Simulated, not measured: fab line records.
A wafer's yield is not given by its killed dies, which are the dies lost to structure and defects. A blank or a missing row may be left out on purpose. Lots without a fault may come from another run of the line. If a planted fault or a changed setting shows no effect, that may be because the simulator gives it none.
A lot that was struck, set against a sound lot	flow sky130	24 out of 708 route steps
Sound: the wafers L112.2, L112.4, L112.6. Wafers L119.1, L119.2, L119.6 were the ones struck. Last of all comes the cause.
Order at every step that has rows: each side's tool, ch and its chambers, its first start. Under that, the readings that differ: sound wafers	struck wafers	difference of the means	sigmas: that difference in standard deviations of wafers without a fault.
alike: readings whose means differ by less than 2 such deviations, and words and numbers that are the same on both sides. not compared: withheld readings, readings that some wafer has no value for, bounds like >300 that may hide the same value, and numbers for which the record gives no deviation and whose values overlap.
Wherever a step has rows on one side only, a row that says differs or no value, or a row with sigmas, the two part there. Numbers that have no deviation but don't overlap get no sigmas and don't part them. Lack of a reading on every wafer of one side parts them only where that side has two or more wafers.

first, 2 steps without rows for these wafers: SKY_POLY_GATE_CLEAN_19 (cleans in SC1/SC2, time 150 s); SKY_POLY_GATE_OXIDATION_20 (stabilise 600 s, purge 300 s, target thk 4 nm).
SKY_POLY_GATE_THK_MEAS_21:
  sound on film-metro-02, day 20 04:46; struck on film-metro-02, day 23 06:39
  alike: POLY_GATE_OXIDATION_THK
SKY_POLY_GATE_CD_MEAS_22:
  sound on cd-sem-01, day 20 04:51; struck on cd-sem-01, day 23 06:43
  alike: cd-nm
then, 7 steps without rows for these wafers: SKY_LDD_N_DEHYDRATE_00 (time 60 s); SKY_LDD_N_HMDS_01 (prime time 60 s); SKY_LDD_N_COAT_02 (resist thk 300 nm); SKY_LDD_N_SOFTBAKE_03 (time 60 s); SKY_LDD_N_EXPOSE_04 (exposes mask NTM, target cd 840 nm); SKY_LDD_N_PEB_05; SKY_LDD_N_DEVELOP_06 (develop time 60 s).
SKY_LDD_N_OVL_MEAS_07:
  sound on overlay-01, day 21 11:56; struck on overlay-02, day 24 12:33
  alike: LDD_N_OVL
SKY_LDD_N_IMPLANT_08:
  sound on implanter-04 ch 0, day 21 11:59; struck on implanter-03 ch 0, day 24 12:35
reading	sound	struck	difference	sigmas
beam-on-s (s)	9.76 10.00 10.36	66.88 66.91 67.59	+57.09	+99 or more
dose-ions-cm2	7.492e+13 7.502e+13 7.495e+13	5.3885e+14 5.3889e+14 5.3883e+14	+4.6389e+14	+99 or more
faraday-current-uA	433 423 408	456 454 448	+31	+4
then, 7 steps without rows for these wafers: SKY_LDD_N_IMPLANT_09; SKY_LDD_N_IMPLANT_10; SKY_LDD_N_IMPLANT_11; SKY_LDD_N_IMPLANT_12; SKY_LDD_N_IMPLANT_13; SKY_LDD_N_IMPLANT_14; SKY_LDD_N_IMPLANT_15.
SKY_LDD_N_STRIP_16: strips in O2/N2.
  sound on plasma-asher-01 ch 0,1, day 21 13:10; struck on plasma-asher-03 ch 0,1, day 24 13:47
reading	sound	struck	difference	sigmas
strip-time-to-endpoint-s (s)	4.291 4.298 4.275	5.376 5.374 5.402	+1.096	+73
  alike: drypump-motor-current-A, n2-flow-sccm, oes-product-au
  not compared: rf-hours-counter-h
SKY_LDD_N_TW_MEAS_17:
  sound on film-metro-02, day 21 13:16; struck on film-metro-03, day 24 13:53
reading	sound	struck	difference	sigmas
LDD_N_TW	2608 2595 2615	2945 2941 2960	+343	+16
then, 1 step without rows for these wafers: SKY_LDD_P_DEHYDRATE_00 (time 60 s).
-- here the record skips 25 days between the struck wafers' starts before and after, leaving off in module LDD_P and picking up in module PAD_OPEN (first step shown: number 708 of the route) --
SKY_PAD_OPEN_PROBE_99:
  sound on prober-01, day 48 09:51; struck on prober-02, day 50 01:13
reading	sound	struck	difference	sigmas
model.etest.tip-n.rs-ohm-sq	445.7 444.4 442.3	272.6 274.8 272.9	-170.7	
model.etest.nfet_01v8.r-on-ohm-um	841.1 835.9 857.4	810.6 771.4 777.9	-58.2	
model.etest.nfet_01v8_lvt.drive-ua-um	570.4 573.9 562.7	600.3 624 618.9	+45.4	
model.etest.nfet_01v8.drive-ua-um	498.8 504.3 498.1	524 541.5 542	+35	
model.etest.nfet_01v8_turned.drive-ua-um	495.4 505.4 493.9	525.9 547.9 537.9	+39.0	
model.etest.sram-nfet-pass.drive-ua-um	477.7 488 484.5	507.8 531.8 515.6	+35.0	
model.etest.nfet_01v8_swapped.drive-ua-um	496.4 506.6 493.4	511.5 532.4 530.6	+26.0	
model.etest.sram-nfet-pass.off-log10-a-um	-12.86 -12.77 -12.45	-12.09 -12.05 -12.07	+0.62	
  alike: killed_at_M0_to_M3, killed_at_M4_up, killed-at-contacts, killed-at-front-end, killed-at-other, killed-dies, killed-on-rim, killed-open, killed-short

WHERE THEY PART
At SKY_LDD_N_IMPLANT_08 first; at SKY_LDD_N_TW_MEAS_17 last (within this record only). Later steps at which nothing parts them and some readings are alike: SKY_PAD_OPEN_PROBE_99.

WHY: the cause the simulator had injected
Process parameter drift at SKY_LDD_N_IMPLANT_08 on implanter-03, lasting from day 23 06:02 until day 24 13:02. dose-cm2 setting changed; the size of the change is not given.
